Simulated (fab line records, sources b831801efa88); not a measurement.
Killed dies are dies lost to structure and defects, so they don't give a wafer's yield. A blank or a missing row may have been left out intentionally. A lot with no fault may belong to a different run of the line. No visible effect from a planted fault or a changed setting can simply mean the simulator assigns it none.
Which tool is to blame? / flow gf180mcu / 12 lots, 36 wafers sampled, at 4 steps of a route of 602

== WHAT THE GAUGES SHOWED, per wafer ==
GF_CONTACT_THK_MEAS_01. Usual: CONTACT_CVD_00_THK gives 302 nm (standard deviation 4.7).
lot=L803; measured=day 15 03:25; on=filmMetro-02; CONTACT_CVD_00_THK (nm)=303 305 306; flag=
lot=L804; measured=day 15 14:10; on=filmMetro-01; CONTACT_CVD_00_THK (nm)=305 313 304; flag=
lot=L805; measured=day 15 20:20; on=filmMetro-01; CONTACT_CVD_00_THK (nm)=301 296 298; flag=
lot=L806; measured=day 16 03:56; on=filmMetro-02; CONTACT_CVD_00_THK (nm)=307 301 304; flag=
lot=L807; measured=day 16 09:48; on=filmMetro-01; CONTACT_CVD_00_THK (nm)=303 300 307; flag=
lot=L808; measured=day 17 04:17; on=filmMetro-02; CONTACT_CVD_00_THK (nm)=303 301 302; flag=
lot=L809; measured=day 17 04:35; on=filmMetro-02; CONTACT_CVD_00_THK (nm)=307 309 305; flag=
lot=L816; measured=day 19 22:23; on=filmMetro-01; CONTACT_CVD_00_THK (nm)=448 445 459; flag=OFF
lot=L817; measured=day 20 09:25; on=filmMetro-02; CONTACT_CVD_00_THK (nm)=457 454 448; flag=OFF
lot=L825; measured=day 23 01:22; on=filmMetro-02; CONTACT_CVD_00_THK (nm)=305 307 300; flag=
lot=L824; measured=day 23 01:53; on=filmMetro-01; CONTACT_CVD_00_THK (nm)=301 303 299; flag=
lot=L826; measured=day 23 06:42; on=filmMetro-04; CONTACT_CVD_00_THK (nm)=304 299 301; flag=

GF_V2_THK_MEAS_03. Usual: V2_CVD_02_THK gives 860 nm (standard deviation 12).
lot=L803; measured=day 19 04:57; on=filmMetro-04; V2_CVD_02_THK (nm)=846 852 870; flag=
lot=L804; measured=day 19 17:09; on=filmMetro-01; V2_CVD_02_THK (nm)=854 861 883; flag=
lot=L805; measured=day 20 00:14; on=filmMetro-02; V2_CVD_02_THK (nm)=853 874 866; flag=
lot=L806; measured=day 20 08:29; on=filmMetro-01; V2_CVD_02_THK (nm)=853 851 882; flag=
lot=L807; measured=day 20 16:07; on=filmMetro-01; V2_CVD_02_THK (nm)=867 855 868; flag=
lot=L808; measured=day 21 11:58; on=filmMetro-04; V2_CVD_02_THK (nm)=842 866 846; flag=
lot=L809; measured=day 21 12:37; on=filmMetro-02; V2_CVD_02_THK (nm)=864 859 874; flag=
lot=L816; measured=day 24 05:00; on=filmMetro-01; V2_CVD_02_THK (nm)=849 860 861; flag=
lot=L817; measured=day 24 12:16; on=filmMetro-01; V2_CVD_02_THK (nm)=871 875 886; flag=
lot=L825; measured=day 26 20:51; on=filmMetro-01; V2_CVD_02_THK (nm)=837 861 863; flag=
lot=L824; measured=day 26 21:53; on=filmMetro-04; V2_CVD_02_THK (nm)=853 861 867; flag=
lot=L826; measured=day 27 03:38; on=filmMetro-04; V2_CVD_02_THK (nm)=858 854 847; flag=

== WHICH TOOL RAN EACH LOT (tool, then ch and the chambers of the sampled wafers, then the start) ==
lot=L803; GF_CONTACT_CVD_00=hdpcvd-01 ch 0,1,2, day 15 03:22; GF_CONTACT_ETCH_17=rieDiel-01 ch 0,1,3, day 19 04:57 or earlier
lot=L804; GF_CONTACT_CVD_00=hdpcvd-01 ch 0,2, day 15 14:07; GF_CONTACT_ETCH_17=rieDiel-03 ch 1,2,3, day 19 17:09 or earlier
lot=L805; GF_CONTACT_CVD_00=hdpcvd-02 ch 0,2, day 15 20:17; GF_CONTACT_ETCH_17=rieDiel-04 ch 0,1,2, day 20 00:14 or earlier
lot=L806; GF_CONTACT_CVD_00=hdpcvd-01 ch 0,1, day 16 03:52; GF_CONTACT_ETCH_17=rieDiel-04 ch 0,3, day 20 08:29 or earlier
lot=L807; GF_CONTACT_CVD_00=hdpcvd-01 ch 0,1, day 16 09:44; GF_CONTACT_ETCH_17=rieDiel-03 ch 0,2, day 20 16:07 or earlier
lot=L808; GF_CONTACT_CVD_00=hdpcvd-01 ch 0,1, day 17 04:14; GF_CONTACT_ETCH_17=rieDiel-01 ch 2,3, day 21 11:58 or earlier
lot=L809; GF_CONTACT_CVD_00=hdpcvd-01 ch 1,2, day 17 04:32; GF_CONTACT_ETCH_17=rieDiel-03 ch 0,1, day 21 12:37 or earlier
lot=L816; GF_CONTACT_CVD_00=hdpcvd-02 ch 0,1, day 19 22:20; GF_CONTACT_ETCH_17=rieDiel-01 ch 1,3, day 24 05:00 or earlier
lot=L817; GF_CONTACT_CVD_00=hdpcvd-02 ch 0,1,2, day 20 09:22; GF_CONTACT_ETCH_17=rieDiel-04 ch 1,2,3, day 24 12:16 or earlier
lot=L825; GF_CONTACT_CVD_00=hdpcvd-01 ch 1,2, day 23 01:19; GF_CONTACT_ETCH_17=rieDiel-01 ch 2,3, day 26 20:51 or earlier
lot=L824; GF_CONTACT_CVD_00=hdpcvd-02 ch 1,2, day 23 01:49; GF_CONTACT_ETCH_17=rieDiel-04 ch 1,2,3, day 26 21:53 or earlier
lot=L826; GF_CONTACT_CVD_00=hdpcvd-01 ch 0,2, day 23 06:38; GF_CONTACT_ETCH_17=rieDiel-01 ch 2,3, day 27 03:38 or earlier
- GF_CONTACT_CVD_00: deposits SiO2, target thk 300 nm, time 50 s.
- GF_CONTACT_ETCH_17: etches SiO2 in C4F8/O2/Ar, stops on CoSi2, target depth 860 nm.

== AS READ BY THE TOOLS THEMSELVES (means over the sampled wafers that have a number; for cases with no such wafer, the mark the record gives instead) ==
GF_CONTACT_CVD_00. Usual: sih4FlowSccm 59.98 sccm, standard deviation 0.18.
lot=L803; tool=hdpcvd-01; sih4FlowSccm (sccm)=59.97; flag=
lot=L804; tool=hdpcvd-01; sih4FlowSccm (sccm)=59.77; flag=
lot=L805; tool=hdpcvd-02; sih4FlowSccm (sccm)=60.03; flag=
lot=L806; tool=hdpcvd-01; sih4FlowSccm (sccm)=60.07; flag=
lot=L807; tool=hdpcvd-01; sih4FlowSccm (sccm)=60.21; flag=
lot=L808; tool=hdpcvd-01; sih4FlowSccm (sccm)=59.96; flag=
lot=L809; tool=hdpcvd-01; sih4FlowSccm (sccm)=60.13; flag=
lot=L816; tool=hdpcvd-02; sih4FlowSccm (sccm)=90.00; flag=OFF
lot=L817; tool=hdpcvd-02; sih4FlowSccm (sccm)=89.79; flag=OFF
lot=L825; tool=hdpcvd-01; sih4FlowSccm (sccm)=60.03; flag=
lot=L824; tool=hdpcvd-02; sih4FlowSccm (sccm)=59.91; flag=
lot=L826; tool=hdpcvd-01; sih4FlowSccm (sccm)=60.02; flag=

GF_CONTACT_ETCH_17. Usual: oesProductAu 0.816 a.u., standard deviation 0.0052.
lot=L803; tool=rieDiel-01; oesProductAu (a.u.)=0.817; flag=
lot=L804; tool=rieDiel-03; oesProductAu (a.u.)=0.822; flag=
lot=L805; tool=rieDiel-04; oesProductAu (a.u.)=0.812; flag=
lot=L806; tool=rieDiel-04; oesProductAu (a.u.)=0.814; flag=
lot=L807; tool=rieDiel-03; oesProductAu (a.u.)=0.815; flag=
lot=L808; tool=rieDiel-01; oesProductAu (a.u.)=0.812; flag=
lot=L809; tool=rieDiel-03; oesProductAu (a.u.)=0.813; flag=
lot=L816; tool=rieDiel-01; oesProductAu (a.u.)=0.892; flag=OFF
lot=L817; tool=rieDiel-04; oesProductAu (a.u.)=0.886; flag=OFF
lot=L825; tool=rieDiel-01; oesProductAu (a.u.)=0.820; flag=
lot=L824; tool=rieDiel-04; oesProductAu (a.u.)=0.816; flag=
lot=L826; tool=rieDiel-01; oesProductAu (a.u.)=0.814; flag=

== THE ANSWER, worked out from the rows above alone ==
Rule: a lot is off if the mean of its wafers that have a number lies more than 3 standard deviations from the usual mean. A lot without any number at a reading at which 4 lots or more have one is off too. The other lots that the step has rows for count as sound. The gauges are gone through in route order, then the tools' own readings, and for those a lot's mean is taken as printed above. The first step at which some lot is off is used, and at that step the reading that is off furthest; a lot without a number counts as furthest.
Off: at GF_CONTACT_THK_MEAS_01 (CONTACT_CVD_00_THK), L816, L817.
A tool fits if, at a process step before that reading, it ran every lot that is off, and no sound lot after the first of them. Not tried: the gauges at GF_CONTACT_THK_MEAS_01; whatever is off there is also off at GF_CONTACT_CVD_00, on other tools, and gauge error can't account for it. None of those tried fits.

== WHAT HAD BEEN PUT IN BY THE SIMULATOR ==
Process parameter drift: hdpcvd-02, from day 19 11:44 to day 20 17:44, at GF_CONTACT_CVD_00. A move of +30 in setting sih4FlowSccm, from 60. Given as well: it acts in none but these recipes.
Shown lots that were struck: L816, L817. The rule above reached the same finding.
